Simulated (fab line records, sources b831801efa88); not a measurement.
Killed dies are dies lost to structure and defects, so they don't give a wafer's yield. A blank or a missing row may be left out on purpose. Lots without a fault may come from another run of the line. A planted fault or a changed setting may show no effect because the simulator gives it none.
One fault seen from 2 desks | flow gf180mcu | each desk has only its own numbers; what lay behind them comes last

THE TOOL OWNER'S DESK: rie_diel-03
The tool's own readings at GF_V2_ETCH_17 (etches SiO2 in C4F8/O2/Ar, stops on TiN, target depth 630 nm): means of the sampled wafers that have a number, for each lot that ran on this tool. A lot is out of limits, marked OUT, if its mean lies more than 4 standard deviations from the usual mean; the brackets give that distance.
Columns: A = oes_product_au at GF_V2_ETCH_17, usual 0.856 a.u.
lot  | first seen here | A
L955 | day 20 17:00    | 0.860
L956 | day 21 05:00    | 0.854
L961 | day 22 13:00    | 0.855
L975 | day 27 22:00    | 0.856
L977 | day 28 03:00    | 0.860
This desk's finding: nothing out of limits on any of the 5 lots.

THE METROLOGY DESK
What the gauges read, lot by lot, whatever tool the lot ran on: means of the sampled wafers that have a number. A lot is out of limits, marked OUT, if its mean lies more than 4 standard deviations from the usual mean; the brackets give that distance. Of its 9 readings 7 are shown: those that lie furthest out on some lot.
Columns: A = V2_BOW at GF_V2_BOW_MEAS_05, usual 98 um; B = V2_OVL at GF_V2_OVL_MEAS_15, usual 2 nm; C = V2_W_THK at GF_V2_THK_MEAS_25, usual 357 nm; D = M3_ALCU_RS at GF_M3_RS_MEAS_05, usual 0.0696 ohm/sq; E = M3_ALCU_THK at GF_M3_THK_MEAS_06, usual 450 nm; F = cd_nm at GF_M3_CD_MEAS_14, usual 279.8 nm; G = M3_OVL at GF_M3_OVL_MEAS_15, usual -1 nm
lot  | first seen here | A   | B  | C   | D      | E   | F     | G
L955 | day 19 17:43    | 94  | 6  | 361 | 0.0705 | 445 | 279.1 | -2
L957 | day 20 05:02    | 90  | 2  | 356 | 0.0687 | 453 | 279.7 | -6
L956 | day 20 05:31    | 106 | 1  | 356 | 0.0700 | 445 | 279.6 | -6
L961 | day 21 14:54    | 91  | -1 | 352 | 0.0693 | 455 | 280.5 | -5
L975 | day 27 02:38    | 103 | 0  | 364 | 0.0707 | 443 | 280.8 | -3
L977 | day 27 07:08    | 87  | -5 | 357 | 0.0688 | 457 | 277.5 | 5
This desk's finding: nothing out of limits on any of the 6 lots.

PUT TOGETHER
The tool owner's desk saw nothing out of limits.
The metrology desk saw nothing out of limits.

WHAT THE SIMULATOR HAD PUT IN
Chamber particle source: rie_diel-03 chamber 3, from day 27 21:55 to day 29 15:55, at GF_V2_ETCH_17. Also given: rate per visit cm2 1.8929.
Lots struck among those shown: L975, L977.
